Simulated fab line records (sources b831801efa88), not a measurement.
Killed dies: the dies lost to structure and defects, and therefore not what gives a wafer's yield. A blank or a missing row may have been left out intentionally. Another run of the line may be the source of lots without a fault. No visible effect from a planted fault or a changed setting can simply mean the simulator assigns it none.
Chamber matching    flow sky130    cmp-01 running SKY_LI_CONTACT_CMP_02: 4 sister chambers
The step polishes PSG. 7 wafers are shown with their chamber, then 10 later ones without.

## EACH WAFER AND ITS CHAMBER
wafer   chamber  motor current A (A)  time to endpoint s (s)
L554.1  2        12.3                 31.1
L555.1  0        11.1                 35.2
L556.1  0        11.3                 33.4
L558.3  2        12.0                 32.5
L558.6  3        10.4                 31.1
L564.1  1        14.5                 35.5
L564.2  3        10.1                 31.9

## WAFERS MISSING THEIR CHAMBER
wafer   motor current A (A)  time to endpoint s (s)
L564.5  11.2                 33.4
L569.4  11.0                 33.6
L569.5  11.7                 34.0
L569.6  9.8                  35.3
L572.1  12.8                 35.1
L572.2  11.6                 37.0
L572.5  11.3                 33.3
L574.1  11.4                 33.2
L574.3  15.2                 31.9
L574.4  9.6                  33.4

## THE CHAMBER EACH PASSED THROUGH
wafer   from the rows above      in truth
L564.5  0                        0
L569.4  0                        0
L569.5  can't be placed: 0 or 2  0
L569.6  3                        3
L572.1  2                        2
L572.2  0                        0
L572.5  0                        0
L574.1  0                        0
L574.3  1                        1
L574.4  3                        3
Correct placement for 9 of the 10. Unplaceable from these rows: 1, with the true chamber sitting among the candidates in 1. Number placed wrongly: 0.
How it was worked out, from the rows above alone: a wafer's distance from a chamber is the root of the sum, over the readings, of the square of ((its reading less the chamber's mean) divided by the reading's scatter). The wafer belongs to the nearest chamber; if the next one is less than 2 further off, it can't be placed. The mean given for a chamber averages the wafers shown for that chamber. The scatter: take each reading less its chamber's mean, square it, sum over the shown wafers, divide by the number of wafers less the number of chambers, and take the root.
